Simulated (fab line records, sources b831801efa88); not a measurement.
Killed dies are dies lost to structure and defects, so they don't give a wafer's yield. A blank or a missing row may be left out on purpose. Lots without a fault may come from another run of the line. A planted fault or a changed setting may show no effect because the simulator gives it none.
fab line records | flow sky130
record lots=7 wafers=21 last_day=49
route steps=708 shown VT_ADJUST_LVTN@111 VT_ADJUST_NCORE@119 PAD_OPEN@708
lots that met no fault: from a run of the same line without faults
start_h: hours from the record's first day to the start of the lot's first wafer shown | wait_h: hours since the lot's step before | " the same as in the row above | L1.1+2: a row that stands for several wafers | - no value, or no start given | * or withheld: withheld | < > ~ a bound
route shown NAME@n: a module of which the file shows steps, and the number in the route of the first | usual: mean/standard deviation of fault-free wafers | same: alike in all rows | chamber/n: place in a boat | sites: the reading at each site | _std_site: their standard deviation | _edge_site: outer sites' mean less inner sites' | radius_mm: how far each site lies from the wafer's centre | mask NAME#n: copy n | behind: the tool/chamber that last shaped the wafer | hold: why the lot was held/for how many hours/how that ended | device: the transistor (n, p or np) that didn't switch | end of line: the same wafers' tests at the end of the route | a step without rows: its recipe alone | killed: dies lost to structure and defects at the first sort, not the wafer's yield | map: a wafer's dies, x killed, . not, _ none there
set.NAME: the setting as run; set.NAME@STEP: as run at that earlier step | model.NAME: the simulator's own value behind a step, which no gauge read
lots at some steps of the route; a table a step, a row a wafer
services: from which hour (start_h, from the record's first day; less than 0 if before it) a tool's chamber was out of use, for how many hours, and why
## steps
# step SKY_VT_ADJUST_LVTN_SOFTBAKE_14
# recipe temp_c=90 time_s=60 resist=NOVOLAK
# step SKY_VT_ADJUST_LVTN_EXPOSE_15
# recipe mask_id=HVN_STD_DERIVED na=0.6 source_shape=conventional sigma_outer=0.6 polarization=unpolarized target_cd_nm=600 dose_mj=163
# step SKY_VT_ADJUST_LVTN_PEB_16
# recipe temp_c=withheld time_s=* resist=NOVOLAK
# step SKY_VT_ADJUST_LVTN_DEVELOP_17
# recipe resist=NOVOLAK developer=TMAH develop_time_s=60 dev_temp_c=23
# step SKY_VT_ADJUST_LVTN_OVL_MEAS_18
# usual VT_ADJUST_LVTN_01_OVL=0.7/1.5
# columns lot.wafer tool chamber start_h wait_h VT_ADJUST_LVTN_01_OVL[nm]
L370.2 overlay-02 - 162.82 0.1 1.0
L370.3 " - " " 0.9
L370.5 " - " " 0.4
L373.2 overlay-01 - 178.92 0.1 2.0
L373.4 " - " " 2.1
L373.6 " - " " 3.7
L378.2 overlay-02 - 212.65 0.1 -0.4
L378.5 " - " " -1.7
L378.6 " - " " -2.4
L380.1 overlay-02 - 229.81 0.1 2.6
L380.4 " - " " 1.0
L380.6 " - " " 1.0
L381.1 overlay-02 - 236.30 0.1 -1.8
L381.3 " - " " 0.0
L381.6 " - " " -0.9
L382.1 overlay-01 - 242.36 0.1 -1.2
L382.4 " - " " 0.2
L382.5 " - " " 0.5
L390.3 overlay-02 - 296.27 0.1 1.4
L390.4 " - " " 0.9
L390.5 " - " " 2.2
# step SKY_VT_ADJUST_LVTN_IMPLANT_19
# recipe species=B energy_kev=30 dose_cm2=6.5e+11 tilt_deg=withheld
# step SKY_VT_ADJUST_LVTN_STRIP_20
# recipe chemistry=O2/N2 power_w=1400 pressure_mtorr=1500 platen_temp_c=withheld o2_flow_sccm=3000 n2_flow_sccm=300 overash_fraction=0.5
# usual drypump_motor_current_A=6.11/0.2 oes_product_au=0.716/0.0045 strip_time_to_endpoint_s=14.18/0.039
# columns lot.wafer tool chamber start_h wait_h drypump_motor_current_A oes_product_au rf_hours_counter_h strip_time_to_endpoint_s
L370.2 plasma_asher-03 1 163.00 0.1 6.14 0.718 47 14.19
L370.3 " 1 " " 6.17 0.715 - 14.17
L370.5 " 1 " " 6.17 0.720 - 14.19
L373.2 plasma_asher-04 1 179.10 0.1 6.26 0.714 6 14.15
L373.4 " 0 " " 6.35 0.713 - 14.24
L373.6 " 0 " " 6.35 0.719 - 14.22
L378.2 plasma_asher-01 1 212.83 0.1 6.39 0.725 42 14.08
L378.5 " 0 " " 5.83 0.722 - 14.14
L378.6 " 1 " " 6.36 0.723 - 14.16
L380.1 plasma_asher-03 1 230.00 0.1 6.18 0.706 53 14.16
L380.4 " 0 " " 5.97 0.713 - 14.15
L380.6 " 1 " " 6.16 0.716 - 14.15
L381.1 plasma_asher-03 1 236.48 0.1 6.16 0.715 54 14.18
L381.3 " 0 " " 5.94 0.719 - 14.18
L381.6 " 0 " " 5.96 0.712 - 14.15
L382.1 plasma_asher-01 1 242.55 0.1 6.38 0.714 45 14.17
L382.4 " 0 " " 5.82 0.716 - 14.18
L382.5 " 1 " " 6.37 0.716 - 14.19
L390.3 plasma_asher-01 0 296.48 0.1 5.87 0.720 - 14.22
L390.4 " 1 " " 6.40 0.715 - 14.20
L390.5 " 0 " " 5.82 0.719 - 14.22
# step SKY_VT_ADJUST_LVTN_TW_MEAS_21
# usual VT_ADJUST_LVTN_2_TW=189.4/1.3
# columns lot.wafer tool chamber start_h wait_h VT_ADJUST_LVTN_2_TW
L370.2 film_metro-03 - 163.11 0.1 190.3
L370.3 " - " " 190.8
L370.5 " - " " 190.1
L373.2 film_metro-03 - 179.21 0.1 191.1
L373.4 " - " " 191.2
L373.6 " - " " 191.9
L378.2 film_metro-03 - 212.94 0.1 191.2
L378.5 " - " " 191.6
L378.6 " - " " 191.2
L380.1 film_metro-02 - 230.10 0.1 187.6
L380.4 " - " " 187.1
L380.6 " - " " 188.1
L381.1 film_metro-01 - 236.58 0.1 189.8
L381.3 " - " " 189.0
L381.6 " - " " 188.7
L382.1 film_metro-03 - 242.65 0.1 190.2
L382.4 " - " " 190.3
L382.5 " - " " 191.1
L390.3 film_metro-01 - 296.57 0.1 188.4
L390.4 " - " " 188.4
L390.5 " - " " 188.6
# step SKY_VT_ADJUST_NCORE_DEHYDRATE_00
# recipe temp_c=200 time_s=60
# step SKY_VT_ADJUST_NCORE_HMDS_01
# recipe prime_time_s=60 prime_temp_c=120
# step SKY_VT_ADJUST_NCORE_COAT_02
# recipe resist=NOVOLAK spin_rpm=3000 resist_thk_nm=1140
# step SKY_VT_ADJUST_NCORE_SOFTBAKE_03
# recipe temp_c=90 time_s=60 resist=NOVOLAK
# step SKY_VT_ADJUST_NCORE_EXPOSE_04
# recipe mask_id=LVTN_COMPLEMENT_THIN na=0.6 source_shape=conventional sigma_outer=0.6 polarization=unpolarized target_cd_nm=380 dose_mj=139
# usual reticle_temp_C=23.01/0.11
# same sigma_outer=0.6
# columns lot.wafer tool chamber start_h wait_h mask reticle_temp_C model.VT_ADJUST_NCORE.overlay_x_nm
L370.2 iline_stepper-02 0 173.62 - LVTN_COMPLEMENT_THIN#0 23.08 0.7657
L370.3 " 0 " " LVTN_COMPLEMENT_THIN#0 23.05 0.7657
L370.5 " 0 " " LVTN_COMPLEMENT_THIN#0 23.15 0.7657
L373.2 iline_stepper-01 0 189.46 - LVTN_COMPLEMENT_THIN#0 23.03 1.042
L373.4 " 0 " " LVTN_COMPLEMENT_THIN#0 22.92 1.042
L373.6 " 0 " " LVTN_COMPLEMENT_THIN#0 22.96 1.042
L378.2 iline_stepper-01 0 224.46 - LVTN_COMPLEMENT_THIN#0 23.01 2.149
L378.5 " 0 " " LVTN_COMPLEMENT_THIN#0 23.06 2.149
L378.6 " 0 " " LVTN_COMPLEMENT_THIN#0 23.01 2.149
L380.1 iline_stepper-01 0 241.37 - LVTN_COMPLEMENT_THIN#0 22.84 91.08
L380.4 " 0 " " LVTN_COMPLEMENT_THIN#0 22.81 91.08
L380.6 " 0 " " LVTN_COMPLEMENT_THIN#0 23.03 91.08
L381.1 iline_stepper-01 0 248.79 - LVTN_COMPLEMENT_THIN#0 23.20 92.47
L381.3 " 0 " " LVTN_COMPLEMENT_THIN#0 23.07 92.47
L381.6 " 0 " " LVTN_COMPLEMENT_THIN#0 23.02 92.47
L382.1 iline_stepper-01 0 254.59 - LVTN_COMPLEMENT_THIN#0 22.89 90.25
L382.4 " 0 " " LVTN_COMPLEMENT_THIN#0 23.09 90.25
L382.5 " 0 " " LVTN_COMPLEMENT_THIN#0 22.91 90.25
L390.3 iline_stepper-02 0 308.36 - LVTN_COMPLEMENT_THIN#0 22.98 0.3704
L390.4 " 0 " " LVTN_COMPLEMENT_THIN#0 22.88 0.3704
L390.5 " 0 " " LVTN_COMPLEMENT_THIN#0 22.88 0.3704
# step SKY_VT_ADJUST_NCORE_PEB_05
# recipe temp_c=withheld time_s=* resist=NOVOLAK
# step SKY_VT_ADJUST_NCORE_DEVELOP_06
# recipe resist=NOVOLAK developer=TMAH develop_time_s=60 dev_temp_c=23
# step SKY_VT_ADJUST_NCORE_CD_MEAS_07
# recipe target_cd_nm=380
# usual cd_nm=379.9/2.3
# columns lot.wafer tool chamber start_h wait_h cd_nm
L370.2 cd_sem-01 - 183.56 0.1 380.8
L370.3 " - " " 383.1
L370.5 " - " " 382.2
L373.2 cd_sem-02 - 199.98 0.1 376.9
L373.4 " - " " 376.2
L373.6 " - " " 378.0
L378.2 cd_sem-02 - 235.03 0.1 380.5
L378.5 " - " " 381.3
L378.6 " - " " 380.8
L380.1 cd_sem-02 - 253.40 0.1 378.3
L380.4 " - " " 374.7
L380.6 " - " " 377.4
L381.1 cd_sem-02 - 260.39 0.1 384.7
L381.3 " - " " 384.9
L381.6 " - " " 384.1
L382.1 cd_sem-02 - 266.29 0.1 379.1
L382.4 " - " " 378.0
L382.5 " - " " 377.8
L390.3 cd_sem-02 - 321.34 0.1 382.1
L390.4 " - " " 382.1
L390.5 " - " " 381.5
# step SKY_VT_ADJUST_NCORE_OVL_MEAS_08
# usual VT_ADJUST_NCORE_OVL=0.5/1.5
# columns lot.wafer tool chamber start_h wait_h VT_ADJUST_NCORE_OVL[nm]
L370.2 overlay-02 - 183.67 0.1 1.7
L370.3 " - " " 1.1
L370.5 " - " " 0.8
L373.2 overlay-02 - 200.09 0.1 1.6
L373.4 " - " " 0.3
L373.6 " - " " 0.6
L378.2 overlay-01 - 235.14 0.1 3.2
L378.5 " - " " 2.4
L378.6 " - " " 0.7
L380.1 overlay-01 - 253.52 0.1 91.3
L380.4 " - " " 90.3
L380.6 " - " " 92.3
L381.1 overlay-01 - 260.51 0.1 92.2
L381.3 " - " " 92.5
L381.6 " - " " 91.3
L382.1 overlay-01 - 266.41 0.1 89.9
L382.4 " - " " 88.9
L382.5 " - " " 90.1
L390.3 overlay-01 - 321.43 0.1 1.4
L390.4 " - " " 1.5
L390.5 " - " " 0.0
# step SKY_VT_ADJUST_NCORE_IMPLANT_09
# recipe species=B energy_kev=10 dose_cm2=2.4e+12 tilt_deg=withheld
# step SKY_PAD_OPEN_PROBE_99
# usual killed_at_M0_to_M3=44/6.8 killed_at_M4_up=3.2/1.7 killed_at_contacts=24/4.9 killed_at_front_end=14/4.1 killed_at_other=0.2/0.51 killed_dies=85/8.7 killed_open=46/6.8 killed_short=39/6.1
# same gross_dies=492 killed_at_back_side=0
# columns lot.wafer tool chamber start_h wait_h killed_at_M0_to_M3 killed_at_M4_up killed_at_contacts killed_at_front_end killed_at_other killed_dies killed_open killed_short
L370.2 prober-02 - 1075.86 0.1 60 3 22 24 0 109 57 52
L370.3 prober-02 - 1075.91 0.2 47 5 32 14 0 98 57 41
L370.5 prober-02 - 1076.01 0.2 44 1 22 8 1 76 40 36
L373.2 prober-01 - 1084.37 0.1 41 4 24 15 2 86 42 44
L373.4 prober-01 - 1084.47 0.2 45 3 26 9 0 83 45 38
L373.6 prober-01 - 1084.57 0.2 46 6 18 18 1 89 44 45
L378.2 prober-02 - 1129.98 0.1 36 3 28 12 0 79 48 31
L378.5 prober-02 - 1130.13 0.2 46 2 26 13 0 87 47 40
L378.6 prober-02 - 1130.18 0.2 51 6 29 25 1 112 62 50
L380.1 prober-02 - 1137.71 0.1 40 0 25 15 0 80 41 39
L380.4 prober-02 - 1137.86 0.2 41 3 24 15 0 83 38 45
L380.6 prober-02 - 1137.96 0.2 44 5 24 18 0 91 44 47
L381.1 prober-01 - 1142.57 0.1 56 2 20 13 0 91 47 44
L381.3 prober-01 - 1142.67 0.2 43 5 25 12 0 85 43 42
L381.6 prober-01 - 1142.82 0.2 38 1 17 11 1 68 35 33
L382.1 prober-02 - 1144.66 0.1 53 4 19 15 0 91 50 41
L382.4 prober-02 - 1144.81 0.2 53 1 21 17 0 92 51 41
L382.5 prober-02 - 1144.86 0.2 46 3 16 11 0 76 51 25
L390.3 prober-01 - 1181.12 0.2 47 1 23 20 0 91 54 37
L390.4 prober-01 - 1181.17 0.2 42 4 21 19 0 86 50 36
L390.5 prober-01 - 1181.22 0.2 41 6 30 19 0 96 53 43
# killed by level:class
L370.2 VIA1:geometric_particle:open=15 METAL1:geometric_particle:short=9 VIA1:geometric_particle:short=9 POLY_GATE:geometric_particle:open=7 LI_CONTACT:geometric_particle:open=7 VIA3:geometric_particle:open=7 CONTACT:geometric_particle:open=6 POLY_GATE:geometric_particle:short=5
L370.3 CONTACT:geometric_particle:open=14 VIA1:geometric_particle:open=12 VIA2:geometric_particle:open=8 CONTACT:geometric_particle:short=6 METAL2:geometric_particle:short=5 LI_CONTACT:geometric_particle:open=5 VIA3:geometric_particle:open=5 VIA1:geometric_particle:short=4
L370.5 VIA1:geometric_particle:open=10 VIA1:geometric_particle:short=9 CONTACT:geometric_particle:open=8 LI_CONTACT:geometric_particle:open=8 METAL2:geometric_particle:short=7 VIA3:geometric_particle:open=4 VIA2:geometric_particle:open=4 POLY_GATE:geometric_particle:short=3
L373.2 CONTACT:geometric_particle:open=10 VIA1:geometric_particle:open=9 VIA1:geometric_particle:short=7 VIA2:geometric_particle:open=6 FIELD_ISO:geometric_particle:short=5 LI_CONTACT:geometric_particle:open=5 METAL1:geometric_particle:short=5 METAL4:geometric_particle:short=4
L373.4 VIA1:geometric_particle:open=12 CONTACT:geometric_particle:open=9 VIA2:geometric_particle:open=6 VIA1:geometric_particle:short=6 LI_CONTACT:geometric_particle:open=6 METAL2:geometric_particle:short=6 VIA3:geometric_particle:short=6 LOCAL_INTERCONNECT:geometric_particle:short=5
L373.6 VIA1:geometric_particle:open=13 VIA2:geometric_particle:open=8 CONTACT:geometric_particle:open=7 CONTACT:geometric_particle:short=6 POLY_GATE:geometric_particle:short=5 METAL1:geometric_particle:short=5 VIA1:geometric_particle:short=5 FIELD_ISO:geometric_particle:short=4
L378.2 VIA2:geometric_particle:open=10 CONTACT:geometric_particle:short=8 LI_CONTACT:geometric_particle:open=7 CONTACT:geometric_particle:open=7 VIA3:geometric_particle:open=6 VIA1:geometric_particle:open=6 FIELD_ISO:geometric_particle:open=5 VIA1:geometric_particle:short=5
L378.5 VIA1:geometric_particle:open=12 CONTACT:geometric_particle:open=10 LOCAL_INTERCONNECT:geometric_particle:short=8 METAL1:geometric_particle:short=7 FIELD_ISO:geometric_particle:short=6 FIELD_ISO:geometric_particle:open=6 VIA2:geometric_particle:open=6 VIA1:geometric_particle:short=5
L378.6 VIA2:geometric_particle:open=13 CONTACT:geometric_particle:open=11 VIA1:geometric_particle:open=11 LI_CONTACT:geometric_particle:open=10 FIELD_ISO:geometric_particle:short=9 METAL2:geometric_particle:short=6 FIELD_ISO:geometric_particle:open=5 POLY_GATE:geometric_particle:open=4
L380.1 LI_CONTACT:geometric_particle:open=11 VIA2:geometric_particle:open=9 FIELD_ISO:geometric_particle:short=6 CONTACT:geometric_particle:short=6 METAL1:geometric_particle:short=6 VIA1:geometric_particle:open=6 VIA3:geometric_particle:short=5 SPACER:geometric_particle:open=4
L380.4 VIA1:geometric_particle:open=7 CONTACT:geometric_particle:open=7 METAL2:geometric_particle:short=7 FIELD_ISO:geometric_particle:short=6 LI_CONTACT:geometric_particle:open=6 LOCAL_INTERCONNECT:geometric_particle:short=6 FIELD_ISO:geometric_particle:open=5 METAL3:geometric_particle:short=5
L380.6 VIA1:geometric_particle:open=13 CONTACT:geometric_particle:open=7 METAL1:geometric_particle:short=7 POLY_GATE:geometric_particle:open=5 LI_CONTACT:geometric_particle:open=5 METAL2:geometric_particle:short=5 METAL4:geometric_particle:short=5 LI_CONTACT:geometric_particle:short=4
L381.1 VIA1:geometric_particle:open=17 METAL2:geometric_particle:short=11 VIA1:geometric_particle:short=7 VIA3:geometric_particle:open=7 CONTACT:geometric_particle:open=6 FIELD_ISO:geometric_particle:open=5 LI_CONTACT:geometric_particle:short=5 SPACER:geometric_particle:short=4
L381.3 CONTACT:geometric_particle:open=10 VIA1:geometric_particle:open=9 VIA2:geometric_particle:open=8 METAL2:geometric_particle:short=7 VIA1:geometric_particle:short=6 LI_CONTACT:geometric_particle:open=6 POLY_GATE:geometric_particle:open=5 FIELD_ISO:geometric_particle:short=4
L381.6 VIA1:geometric_particle:open=11 CONTACT:geometric_particle:open=7 METAL2:geometric_particle:short=6 VIA2:geometric_particle:open=6 CONTACT:geometric_particle:short=5 METAL1:geometric_particle:short=5 FIELD_ISO:geometric_particle:short=4 VIA3:geometric_particle:open=4
L382.1 VIA1:geometric_particle:open=16 VIA3:geometric_particle:open=12 LI_CONTACT:geometric_particle:open=5 CONTACT:geometric_particle:open=5 METAL1:geometric_particle:short=5 VIA2:geometric_particle:open=5 SPACER:geometric_particle:short=4 LOCAL_INTERCONNECT:geometric_particle:short=4
L382.4 VIA1:geometric_particle:open=16 METAL2:geometric_particle:short=9 CONTACT:geometric_particle:open=8 LI_CONTACT:geometric_particle:open=7 METAL1:geometric_particle:short=6 VIA1:geometric_particle:short=5 VIA2:geometric_particle:open=5 POLY_GATE:geometric_particle:open=4
L382.5 VIA1:geometric_particle:open=13 VIA3:geometric_particle:open=10 METAL1:geometric_particle:short=8 CONTACT:geometric_particle:open=7 LI_CONTACT:geometric_particle:open=5 VIA2:geometric_particle:open=5 POLY_GATE:geometric_particle:open=4 CONTACT:geometric_particle:short=3
L390.3 VIA1:geometric_particle:open=14 CONTACT:geometric_particle:open=9 FIELD_ISO:geometric_particle:open=6 POLY_GATE:geometric_particle:open=6 CONTACT:geometric_particle:short=6 VIA3:geometric_particle:open=6 METAL2:geometric_particle:short=6 METAL1:geometric_particle:short=5
L390.4 CONTACT:geometric_particle:open=9 VIA1:geometric_particle:open=9 VIA3:geometric_particle:open=9 VIA3:geometric_particle:short=6 LI_CONTACT:geometric_particle:open=5 FIELD_ISO:geometric_particle:short=4 POLY_GATE:geometric_particle:open=4 CONTACT:geometric_particle:short=4
L390.5 VIA1:geometric_particle:open=17 LI_CONTACT:geometric_particle:open=9 CONTACT:geometric_particle:open=9 FIELD_ISO:geometric_particle:short=6 METAL2:geometric_particle:short=5 POLY_GATE:geometric_particle:open=4 LI_CONTACT:geometric_particle:short=4 CONTACT:geometric_particle:short=4
## services
# columns tool chamber start_h hours kind
iline_stepper-01 - 171.76 1.7 pm
plasma_asher-04 - 179.25 1.2 repair
plasma_asher-03 - 271.20 0.9 repair
iline_stepper-02 - 274.92 1.7 pm
iline_stepper-01 - 293.63 4.4 pm
iline_stepper-01 - 299.02 2.1 repair
## key
first_sign step=SKY_VT_ADJUST_NCORE_OVL_MEAS_08 reading=VT_ADJUST_NCORE_OVL direction=up sigmas=60 usual=0.5 struck=91.0
effect none on later readings
model_effect step=SKY_VT_ADJUST_NCORE_EXPOSE_04 value=VT_ADJUST_NCORE.overlay_x_nm without=1.85 struck=91.27
met_at SKY_VT_ADJUST_NCORE_EXPOSE_04
struck_wafers L380.1,L380.4,L380.6,L381.1,L381.3,L381.6,L382.1,L382.4,L382.5
tester_left_out L380,L381,L382
onset_between 224.46 241.37
fault kind=scanner_matching_overlay tool=iline_stepper-01 chamber=- onset_h=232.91 steps=SKY_VT_ADJUST_NCORE_EXPOSE_04 offset=89.415
# tester_left_out: of these lots the tester's yield and bins aren't shown, on N5 and GAA mostly nor the transistor test; their killed dies are dies lost to structure and defects alone, not to doping, threshold or leakage, so they don't give the yield
